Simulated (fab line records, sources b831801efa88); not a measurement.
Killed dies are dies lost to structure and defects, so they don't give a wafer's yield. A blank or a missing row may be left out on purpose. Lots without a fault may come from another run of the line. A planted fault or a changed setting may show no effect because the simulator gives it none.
fab line records | flow sfq_line
record lots=5 wafers=15 last_day=91
route steps=325 shown I4@167 JJ@178 M5@198 M8@325
lots that met no fault: from a run of the same line without faults
start_h: hours from the record's first day to the start of the lot's first wafer shown | wait_h: hours since the lot's step before | " the same as in the row above | L1.1+2: a row that stands for several wafers | - no value, or no start given | * or withheld: withheld | < > ~ a bound
route shown NAME@n: a module of which the file shows steps, and the number in the route of the first | usual: mean/standard deviation of fault-free wafers | same: alike in all rows | chamber/n: place in a boat | sites: the reading at each site | _std_site: their standard deviation | _edge_site: outer sites' mean less inner sites' | radius_mm: how far each site lies from the wafer's centre | mask NAME#n: copy n | behind: the tool/chamber that last shaped the wafer | hold: why the lot was held/for how many hours/how that ended | device: the transistor (n, p or np) that didn't switch | end of line: the same wafers' tests at the end of the route | a step without rows: its recipe alone | killed: dies lost to structure and defects at the first sort, not the wafer's yield | map: a wafer's dies, x killed, . not, _ none there
set.NAME: the setting as run; set.NAME@STEP: as run at that earlier step | model.NAME: the simulator's own value behind a step, which no gauge read
lots at some steps of the route; a table a step, a row a wafer
services: from which hour (start_h, from the record's first day; less than 0 if before it) a tool's chamber was out of use, for how many hours, and why
## steps
# step SFQ_TRILAYER_I4_VIA_LITHO_COAT_108
# recipe resist=BARC spin_rpm=3000 resist_thk_nm=62
# step SFQ_TRILAYER_I4_VIA_LITHO_COAT_103
# recipe resist=KrF spin_rpm=3000 resist_thk_nm=650
# step SFQ_TRILAYER_I4_VIA_LITHO_SOFTBAKE_107
# recipe temp_c=withheld time_s=withheld resist=KrF
# step SFQ_TRILAYER_I4_VIA_LITHO_EXPOSE_104
# recipe mask_id=I4 na=0.6 source_shape=conventional sigma_outer=0.65 target_cd_nm=700 dose_mj=21.3
# step SFQ_TRILAYER_I4_VIA_LITHO_PEB_106
# recipe peb_temp_c=115 peb_time_s=60 resist=KrF
# step SFQ_TRILAYER_I4_VIA_LITHO_DEVELOP_105
# recipe time_s=60 resist=KrF
# step SFQ_I4_OVL_MEAS_928
# usual I4_OVL=-4/5
# columns lot.wafer tool chamber start_h wait_h I4_OVL[nm]
L466.1 overlay-01 - 1169.77 0.1 -5
L466.3 " - " " 0
L466.6 " - " " -5
L467.4 overlay-02 - 1172.19 0.1 -3
L467.5 " - " " 1
L467.6 " - " " -8
L479.1 overlay-02 - 1426.54 0.1 -8
L479.2 " - " " -9
L479.5 " - " " -8
L485.1 overlay-02 - 1448.14 0.1 -1
L485.2 " - " " 2
L485.4 " - " " -2
L488.1 overlay-01 - 1458.94 0.1 -10
L488.4 " - " " -4
L488.6 " - " " -1
# step SFQ_TRILAYER_I4_VIA_BARC_OPEN_VIA_ETCH_146
# recipe mask_material=PR chemistry=O2 target_depth_nm=125 target=BARC source_w=500 bias_w=80 pressure_mtorr=30 time_s=41.7
# step SFQ_TRILAYER_I4_VIA_ETCH_VIA_ETCH_106
# recipe target=SiO2 stop_on=Nb mask_material=PR taper_deg=20 chemistry=CHF3 target_depth_nm=260 source_w=500 bias_w=80 pressure_mtorr=30 time_s=withheld
# step SFQ_TRILAYER_I4_VIA_STRIP_STRIP_107
# recipe gas=O2 power_w=200 platen_temp_c=40 overash_fraction=0.65 chemistry=O2 pressure_mtorr=50
# usual drypump_motor_current_A=5.6/0.52 oes_product_au=0.998/0.0094
# columns lot.wafer tool chamber start_h wait_h drypump_motor_current_A oes_product_au rf_hours_counter_h
L466.1 rie_metal-01 0 1169.96 - 6.0 0.991 17
L466.3 " 0 " " 6.0 0.995 -
L466.6 " 0 " " 6.0 1.002 -
L467.4 rie_metal-03 0 1172.56 - 5.0 0.981 -
L467.5 " 1 " " 6.2 1.003 -
L467.6 " 0 " " 4.9 0.972 -
L479.1 rie_metal-01 0 1426.72 - 6.0 0.995 54
L479.2 " 1 " " 5.8 1.009 11
L479.5 " 0 " " 6.0 1.008 -
L485.1 rie_metal-02 0 1448.32 - 5.7 0.996 25
L485.2 " 1 " " 4.8 0.991 98
L485.4 " 1 " " 4.8 1.004 -
L488.1 rie_metal-03 1 1459.12 - 6.3 1.005 65
L488.4 " 0 " " 4.9 0.993 -
L488.6 " 0 " " 4.9 0.998 -
# step SFQ_TRILAYER_I4_VIA_STRIP_SOLV_CLEAN_108
# recipe chemistry=NMP temp_c=70 time_s=600
# step SFQ_TRILAYER_JJ_TRILAYER_DEP_PRE_CLEAN_113
# recipe gas=Ar time_s=22.5 bias_v=250
# step SFQ_TRILAYER_JJ_TRILAYER_DEP_SPUTTER_109
# recipe material=Nb base_pressure_pa=1.33e-06 chamber_pressure_pa=0.1333 substrate_temp_c=20 target_thk_nm=150 power_w=2000 time_s=100
# usual throttle_valve_pct=30.0/1.2
# columns lot.wafer tool chamber start_h wait_h throttle_valve_pct model.Nb_of_TRILAYER_JJ_TRILAYER_DEP_SPUTTER_109.thk_nm
L466.1 pvd_sputter-03 - 1171.36 0.0 28.2 148.1
L466.3 " - " " 30.7 151.4
L466.6 " - " " 29.8 149.1
L467.4 pvd_sputter-05 - 1173.16 0.0 29.4 152.8
L467.5 " - " " 29.5 151.8
L467.6 " - " " 32.1 154
L479.1 pvd_sputter-03 - 1427.53 0.0 28.3 228.4
L479.2 " - " " 30.8 147.1
L479.5 " - " " 29.7 144.9
L485.1 pvd_sputter-05 - 1449.13 0.0 31.9 153.7
L485.2 " - " " 29.3 151
L485.4 " - " " 30.2 153.2
L488.1 pvd_sputter-05 - 1459.93 0.0 29.3 149.8
L488.4 " - " " 30.3 151.3
L488.6 " - " " 31.4 150.3
# step SFQ_TRILAYER_JJ_TRILAYER_DEP_SPUTTER_110
# recipe material=Al base_pressure_pa=1.33e-06 target_thk_nm=8 power_w=500 time_s=10 chamber_pressure_pa=0.4
# step SFQ_TRILAYER_JJ_TRILAYER_DEP_AL_OXIDATION_111
# recipe pressure_mbar=0.014667 oxidation_time_s=600 temperature_k=293
# step SFQ_TRILAYER_JJ_TRILAYER_DEP_SPUTTER_112
# recipe material=Nb base_pressure_pa=1.33e-06 chamber_pressure_pa=0.1333 substrate_temp_c=20 target_thk_nm=170 power_w=2000 time_s=113.3
# usual throttle_valve_pct=30.0/1.2
# same time_s=113.3
# columns lot.wafer tool chamber start_h wait_h throttle_valve_pct
L466.1 pvd_sputter-03 - 1172.46 0.5 28.3
L466.3 " - " " 30.7
L466.6 " - " " 29.7
L467.4 pvd_sputter-05 - 1174.26 0.5 29.4
L467.5 " - " " 29.6
L467.6 " - " " 32.0
L479.1 pvd_sputter-03 - 1428.62 0.5 28.2
L479.2 " - " " 30.7
L479.5 " - " " 29.4
L485.1 pvd_sputter-05 - 1450.22 0.5 32.0
L485.2 " - " " 29.4
L485.4 " - " " 30.2
L488.1 pvd_sputter-05 - 1461.02 0.5 29.6
L488.4 " - " " 30.2
L488.6 " - " " 31.4
# step SFQ_JJ_RS_MEAS_929
# recipe thk_meas_gauge=four-point-probe reads=Nb_of_TRILAYER_JJ_TRILAYER_DEP_SPUTTER_112
# usual JJ_NB_RS=1.050/0.011
# columns lot.wafer tool chamber start_h wait_h JJ_NB_RS[ohm/sq]
L466.1 film_metro-02 - 1172.54 0.0 1.067
L466.3 " - " " 1.051
L466.6 " - " " 1.043
L467.4 film_metro-01 - 1174.40 0.1 1.043
L467.5 " - " " 1.040
L467.6 " - " " 1.056
L479.1 film_metro-01 - 1428.70 0.0 1.052
L479.2 " - " " 1.050
L479.5 " - " " 1.039
L485.1 film_metro-02 - 1450.30 0.0 1.062
L485.2 " - " " 1.048
L485.4 " - " " 1.056
L488.1 film_metro-02 - 1461.10 0.0 1.053
L488.4 " - " " 1.060
L488.6 " - " " 1.057
# step SFQ_TRILAYER_JJ_CE_LITHO_COAT_119
# recipe resist=BARC spin_rpm=3000 resist_thk_nm=62
# step SFQ_TRILAYER_JJ_CE_LITHO_COAT_114
# recipe resist=KrF spin_rpm=3000 resist_thk_nm=600
# step SFQ_TRILAYER_JJ_CE_LITHO_SOFTBAKE_118
# recipe temp_c=withheld time_s=withheld resist=KrF
# step SFQ_TRILAYER_JJ_CE_LITHO_EXPOSE_115
# recipe mask_id=J5 na=0.6 source_shape=conventional sigma_outer=0.65 target_cd_nm=700 dose_mj=14.4
# step SFQ_TRILAYER_JJ_CE_LITHO_PEB_117
# recipe peb_temp_c=115 peb_time_s=58.8 resist=KrF
# step SFQ_TRILAYER_JJ_CE_LITHO_DEVELOP_116
# recipe time_s=60 resist=KrF
# step SFQ_JJ_OVL_MEAS_931
# usual J5_OVL=-4/5.6
# columns lot.wafer tool chamber start_h wait_h J5_OVL[nm]
L466.1 overlay-02 - 1312.61 0.1 9
L466.3 " - " " 2
L466.6 " - " " 3
L467.4 overlay-01 - 1315.03 0.1 1
L467.5 " - " " -2
L467.6 " - " " -3
L479.1 overlay-01 - 1552.97 0.1 -14
L479.2 " - " " -11
L479.5 " - " " -15
L485.1 overlay-02 - 1580.62 0.1 -7
L485.2 " - " " 0
L485.4 " - " " 0
L488.1 overlay-02 - 1590.22 0.1 -7
L488.4 " - " " -5
L488.6 " - " " -4
# step SFQ_TRILAYER_JJ_CE_METRO_MEASURE_117
# usual cd_nm=702.7/1.3
# columns lot.wafer tool chamber start_h wait_h cd_nm
L466.1 cd_sem-02 - 1312.64 0.0 703.4
L466.3 " - " " 702.9
L466.6 " - " " 703.2
L467.4 cd_sem-01 - 1315.64 0.6 702.2
L467.5 " - " " 702.4
L467.6 " - " " 702.8
L479.1 cd_sem-01 - 1553.01 0.0 703.0
L479.2 " - " " 703.0
L479.5 " - " " 702.3
L485.1 cd_sem-01 - 1580.66 0.0 701.6
L485.2 " - " " 702.6
L485.4 " - " " 701.8
L488.1 cd_sem-02 - 1590.26 0.0 705.6
L488.4 " - " " 704.7
L488.6 " - " " 704.6
# step SFQ_TRILAYER_JJ_CE_BARC_OPEN_RIE_150
# recipe mask_material=PR chemistry=O2 target_depth_nm=240 target=BARC icp_w=600 bias_w=80 pressure_mtorr=10 time_s=80
# usual drypump_motor_current_A=5.4/0.52 oes_product_au=0.537/0.0046
# same time_s=80
# columns lot.wafer tool chamber start_h wait_h drypump_motor_current_A oes_product_au rf_hours_counter_h
L466.1 rie_metal-04 1 1313.84 1.0 5.0 0.545 51
L466.3 " 1 " " 4.9 0.535 -
L466.6 " 1 " " 5.0 0.534 -
L467.4 rie_metal-04 0 1316.27 0.4 5.4 0.535 -
L467.5 " 0 " " 5.4 0.538 -
L467.6 " 1 " " 4.9 0.542 -
L479.1 rie_metal-02 1 1554.21 1.0 4.8 0.534 114
L479.2 " 0 " " 5.7 0.541 40
L479.5 " 1 " " 4.9 0.532 -
L485.1 rie_metal-04 0 1581.86 1.0 5.4 0.533 42
L485.2 " 1 " " 4.9 0.540 87
L485.4 " 1 " " 4.9 0.534 -
L488.1 rie_metal-04 0 1591.46 1.0 5.4 0.547 43
L488.4 " 0 " " 5.4 0.541 -
L488.6 " 0 " " 5.4 0.541 -
# step SFQ_TRILAYER_JJ_CE_ETCH_RIE_118
# recipe target=Nb stop_on=Al2O3 mask_material=PR taper_deg=13.257 over_etch_frac=0.15 time_s=97.7 chemistry=SF6 target_depth_nm=170 icp_w=600 bias_w=80 pressure_mtorr=10
# step SFQ_TRILAYER_JJ_ANODIZE_ANODIZE_119
# recipe current_density_ma_cm2=withheld end_current_density_ma_cm2=withheld bath_temp_c=withheld
# step SFQ_TRILAYER_JJ_CE_STRIP_STRIP_120
# recipe gas=O2 power_w=200 platen_temp_c=40 overash_fraction=0.65 chemistry=O2 pressure_mtorr=50
# step SFQ_TRILAYER_JJ_CE_STRIP_SOLV_CLEAN_121
# recipe chemistry=NMP temp_c=70 time_s=600
# step SFQ_TRILAYER_M5_LITHO_COAT_128
# recipe resist=BARC spin_rpm=3000 resist_thk_nm=62
# step SFQ_TRILAYER_M5_LITHO_COAT_123
# recipe resist=KrF spin_rpm=3000 resist_thk_nm=589.5
# step SFQ_TRILAYER_M5_LITHO_SOFTBAKE_127
# recipe temp_c=withheld time_s=withheld resist=KrF
# step SFQ_TRILAYER_M5_LITHO_EXPOSE_124
# recipe mask_id=M5 na=0.6 source_shape=conventional sigma_outer=0.65 target_cd_nm=700 dose_mj=14.4
# step SFQ_TRILAYER_M5_LITHO_PEB_126
# recipe peb_temp_c=115 peb_time_s=60 resist=KrF
# step SFQ_TRILAYER_M5_LITHO_DEVELOP_125
# recipe time_s=60 resist=KrF
# step SFQ_M5_OVL_MEAS_932
# usual M5_OVL=0/4.3
# columns lot.wafer tool chamber start_h wait_h M5_OVL[nm]
L466.1 overlay-02 - 1317.71 0.1 4
L466.3 " - " " 4
L466.6 " - " " -2
L467.4 overlay-01 - 1344.26 0.1 6
L467.5 " - " " 0
L467.6 " - " " -2
L479.1 overlay-01 - 1561.30 0.1 -5
L479.2 " - " " -3
L479.5 " - " " -12
L485.1 overlay-02 - 1692.90 0.1 2
L485.2 " - " " 1
L485.4 " - " " 8
L488.1 overlay-02 - 1701.30 0.1 -2
L488.4 " - " " 7
L488.6 " - " " 7
# step SFQ_TRILAYER_M5_BARC_OPEN_METAL_ETCH_161
# recipe mask_material=PR chemistry=O2 target_depth_nm=125 target=BARC icp_w=600 bias_w=80 pressure_mtorr=10 time_s=41.7
# usual drypump_motor_current_A=5.5/0.49 oes_product_au=0.685/0.0045
# same time_s=41.7
# columns lot.wafer tool chamber start_h wait_h drypump_motor_current_A oes_product_au rf_hours_counter_h
L466.1 rie_metal-03 1 1317.74 0.0 6.2 0.685 50
L466.3 " 1 " " 6.2 0.691 -
L466.6 " 1 " " 6.2 0.691 -
L467.4 rie_metal-03 1 1344.29 0.0 6.3 0.696 -
L467.5 " 1 " " 6.3 0.684 -
L467.6 " 0 " " 4.9 0.686 -
L479.1 rie_metal-04 0 1561.33 0.0 5.4 0.681 39
L479.2 " 1 " " 4.9 0.685 84
L479.5 " 0 " " 5.4 0.679 -
L485.1 rie_metal-04 0 1692.93 0.0 5.4 0.691 57
L485.2 " 1 " " 4.9 0.681 103
L485.4 " 1 " " 4.9 0.688 -
L488.1 rie_metal-04 0 1701.33 0.0 5.4 0.687 59
L488.4 " 0 " " 5.4 0.689 -
L488.6 " 0 " " 5.4 0.680 -
# step SFQ_TRILAYER_M5_ETCH_METAL_ETCH_126
# recipe target=Nb stop_on=SiO2 mask_material=PR over_etch_frac=0.15 time_s=203.2 chemistry=Cl2/BCl3 target_depth_nm=265 icp_w=600 bias_w=80 pressure_mtorr=10
# usual drypump_motor_current_A=5.5/0.48 oes_product_au=0.729/0.0063
# same time_s=203.2
# columns lot.wafer tool chamber start_h wait_h drypump_motor_current_A oes_product_au rf_hours_counter_h model.etch.depth_nm model.M5.feature_depth_nm
L466.1 rie_metal-03 1 1317.80 0.0 6.2 0.721 50 148.1 160.4
L466.3 " 1 " " 6.2 0.735 - 151.4 163.8
L466.6 " 1 " " 6.2 0.727 - 149.1 161.4
L467.4 rie_metal-03 1 1344.40 0.1 6.2 0.731 - 152.8 165
L467.5 " 1 " " 6.2 0.731 - 151.8 164
L467.6 " 0 " " 5.0 0.739 - 154 166.1
L479.1 rie_metal-04 0 1561.39 0.0 5.4 0.914 39 228.4 240.8
L479.2 " 1 " " 4.9 0.723 84 147.1 159.4
L479.5 " 0 " " 5.4 0.719 - 144.9 157.3
L485.1 rie_metal-04 0 1692.99 0.0 5.4 0.744 57 153.7 166
L485.2 " 1 " " 4.9 0.726 103 151 163.3
L485.4 " 1 " " 4.9 0.736 - 153.2 165.6
L488.1 rie_metal-04 0 1701.39 0.0 5.4 0.721 59 149.8 162
L488.4 " 0 " " 5.4 0.735 - 151.3 163.7
L488.6 " 0 " " 5.4 0.730 - 150.3 162.6
# step SFQ_TRILAYER_M5_STRIP_STRIP_127
# recipe gas=O2 power_w=203.6 platen_temp_c=40 overash_fraction=0.65 chemistry=O2 pressure_mtorr=50
# step SFQ_TRILAYER_M5_STRIP_SOLV_CLEAN_128
# recipe chemistry=NMP temp_c=70 time_s=600
# step SFQ_M8_BOW_MEAS_951
# recipe mode=bow
# usual M8_BOW=8/12
# columns lot.wafer tool chamber start_h wait_h M8_BOW[um] model.etest.m5.ohm_um model.etest.i4.link_ohm model.etest.i5.link_ohm model.etest.m5.ohm_sq
L466.1 film_metro-04 - 1912.59 0.0 28 1.724 2.187 2.291 1.204
L466.3 " - " " 28 1.685 2.172 2.246 1.178
L466.6 " - " " 27 1.71 2.188 2.267 1.196
L467.4 film_metro-04 - 1913.84 0.1 1 1.671 2.174 2.255 1.167
L467.5 " - " " -4 1.683 2.167 2.262 1.175
L467.6 " - " " -2 1.655 2.149 2.224 1.158
L479.1 film_metro-02 - 2015.50 0.0 -1 1.12 1.71 1.836 0.781
L479.2 " - " " 23 1.737 2.185 2.276 1.212
L479.5 " - " " 0 1.768 2.197 2.292 1.231
L485.1 film_metro-02 - 2172.92 0.0 12 1.664 2.13 2.231 1.161
L485.2 " - " " 7 1.683 2.171 2.255 1.181
L485.4 " - " " -2 1.663 2.145 2.233 1.164
L488.1 film_metro-03 - 2182.70 0.0 -11 1.705 2.193 2.277 1.191
L488.4 " - " " -7 1.691 2.193 2.267 1.179
L488.6 " - " " -17 1.698 2.184 2.29 1.187
## services
# columns tool chamber start_h hours kind
cd_sem-01 - 1152.07 0.6 pm
pvd_sputter-05 - 1169.49 2.7 repair
cd_sem-01 - 1177.88 0.7 pm
cd_sem-01 - 1197.50 4.5 repair
cd_sem-01 - 1207.96 0.5 pm
rie_metal-03 1 1221.61 14.0 repair
pvd_sputter-05 - 1228.38 1.0 repair
cd_sem-01 - 1249.77 0.3 pm
pvd_sputter-05 - 1257.82 2.6 repair
pvd_sputter-05 - 1325.44 22.5 repair
cd_sem-01 - 1336.31 1.6 pm
rie_metal-03 - 1351.27 0.1 repair
rie_metal-03 - 1381.51 1.1 repair
pvd_sputter-05 - 1388.65 2.4 repair
rie_metal-04 1 1402.56 11.6 repair
pvd_sputter-03 - 1406.27 2.0 repair
pvd_sputter-05 - 1422.83 4.5 repair
pvd_sputter-05 - 1435.89 2.7 repair
rie_metal-04 - 1458.18 2.8 pm
rie_metal-04 - 1503.67 0.6 repair
rie_metal-03 - 1518.38 0.8 repair
rie_metal-04 - 1598.76 1.4 pm
rie_metal-03 - 1599.39 14.6 pm
rie_metal-03 - 1698.44 0.2 repair
## key
first_sign step=SFQ_TRILAYER_M5_ETCH_METAL_ETCH_126 reading=oes_product_au direction=up sigmas=29 usual=0.729 struck=0.914
effect none on later readings
model_effect step=SFQ_TRILAYER_JJ_TRILAYER_DEP_SPUTTER_109 value=Nb_of_TRILAYER_JJ_TRILAYER_DEP_SPUTTER_109.thk_nm without=146.2 struck=228.4
model_effect step=SFQ_TRILAYER_M5_ETCH_METAL_ETCH_126 value=etch.depth_nm without=146.2 struck=228.4
model_effect step=SFQ_M8_BOW_MEAS_951 value=etest.m5.ohm_um without=1.75 struck=1.12
met_at SFQ_TRILAYER_JJ_TRILAYER_DEP_SPUTTER_109
struck_wafers L479.1
onset_between 1171.36 1427.53
fault kind=process_parameter_drift tool=pvd_sputter-03 chamber=- onset_h=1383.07 steps=SFQ_TRILAYER_JJ_TRILAYER_DEP_SPUTTER_109 channel=target_thk_nm offset=82.135 shape=step end_h=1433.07 acts_in=these_recipes_only stated=150 scope=struck_wafers_only
